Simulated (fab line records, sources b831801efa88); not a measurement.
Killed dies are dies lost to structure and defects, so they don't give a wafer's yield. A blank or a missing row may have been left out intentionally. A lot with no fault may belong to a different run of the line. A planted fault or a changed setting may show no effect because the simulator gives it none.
Problem report in the 8D (eight disciplines) form, filled by code    flow gf180mcu    the parts of the form that need people (team, actions taken, sign-off) are left out

1. THE PROBLEM
Wafers free of any fault read 0.324 ohm/sq (standard deviation 0.0061) for V3_W_RS at GF_V3_RS_MEAS_24, against a mean of 0.209 ohm/sq on 3 wafers of 2 lots. Relative to the usual mean, that is a shift of -19 standard deviations.
The step: measures by four-point-probe.
Seen first at day 24 08:13 on film-metro-03, wafer L256.4. At this step, 32 wafers from 11 lots have a number in the record. Rule for "out", or "out of limits": more than 4 standard deviations from the usual mean. The rest of the wafers with a number are treated as sound.

2. WHAT IT IS, WHAT IT ISN'T
question                     is                            is not
which readings at this step  V3_W_RS                       -
which lots                   L256, L257                    L252, L253, L254, L260, L261, L264, L266, L267, L269
which wafers of those lots   L256.4, L256.5, L257.3        L257.1, L257.4
read on which gauges         film-metro-01, film-metro-03  film-metro-04
when                         from day 24 08:13             up to then (9 sound wafers); but 20 sound wafers of L257, L260, L261, L264, L266, L267, L269 came after

3. THE SUSPECTS, EACH WITH WHAT RULES IT OUT
Counting: a tool at a process step up to the reading stays a suspect if it ran every lot that is out. Sound lots after the first of them don't rule it out here, since some wafers of a struck lot are sound.
- ruled out: the gauge at GF_V3_RS_MEAS_24. 2 gauges (film-metro-01, film-metro-03) read the wafers that are out.
- pvd-sputter-01 at GF_M3_SPUTTER_03 (material Ti, target thk 10 nm, time 6.7 s): kept. Ran every lot that is out, first one L256 (day 22 08:05); last sound lot up to then L254 (day 21 02:27).
- cvd-w-01 at GF_V3_CVD_23 (deposits W, target thk 350 nm, time 104.9 s): kept. Ran every lot that is out, first one L256 (day 24 08:05); last sound lot up to then L254 (day 23 04:05).
- The sound lot-mates ran in chamber 0 of cvd-w-01 at GF_V3_CVD_23, but the wafers that are out ran in chamber 1.
Remaining after the count are pvd-sputter-01 at GF_M3_SPUTTER_03 and cvd-w-01 at GF_V3_CVD_23.

4. THE CAUSE (what the simulator had put in)
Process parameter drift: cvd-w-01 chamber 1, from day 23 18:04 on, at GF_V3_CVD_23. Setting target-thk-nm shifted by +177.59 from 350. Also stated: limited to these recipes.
After counting, 2 suspects remain, this tool included.

5. THE CHAIN OF EFFECTS, in route order
Each row: a reading where the mean over the struck wafers with a number is more than 3 standard deviations away from the usual. Scope: only readings with a usual standard deviation given in the record; hours: median across lots of the time from each lot's start at the first step in this table that gives one to its start at this step; sigmas: change in usual standard deviations.
hours  step               reading             usual         on struck wafers  change  sigmas
0      GF_V3_RS_MEAS_24   V3_W_RS             0.324 ohm/sq  0.209             -0.115  -19
0      GF_V3_THK_MEAS_25  V3_W_THK            346 nm        527               +181    +28
0      GF_V3_CMP_26       time-to-endpoint-s  88 s          143               +55     +12
Process steps it contains:
- GF_V3_CMP_26: polishes, stops on SiO2, t overpolish 15 s, target thk 0 nm.

6. WHAT WOULD HAVE CAUGHT IT SOONER
The first out-of-limits reading at a measuring or inspecting step in this record came at day 24 08:13, 14 hours after the fault's start at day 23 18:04.
Of the tool readings at GF_V3_CVD_23 for which the record gives a usual standard deviation, none was out on any struck wafer, so an alarm limit of 4 standard deviations on them would not have fired.
Of the lots that are out (2), L257 began GF_V3_CVD_23 on cvd-w-01 after day 24 08:13. Putting the tool on hold at that point would have spared it.
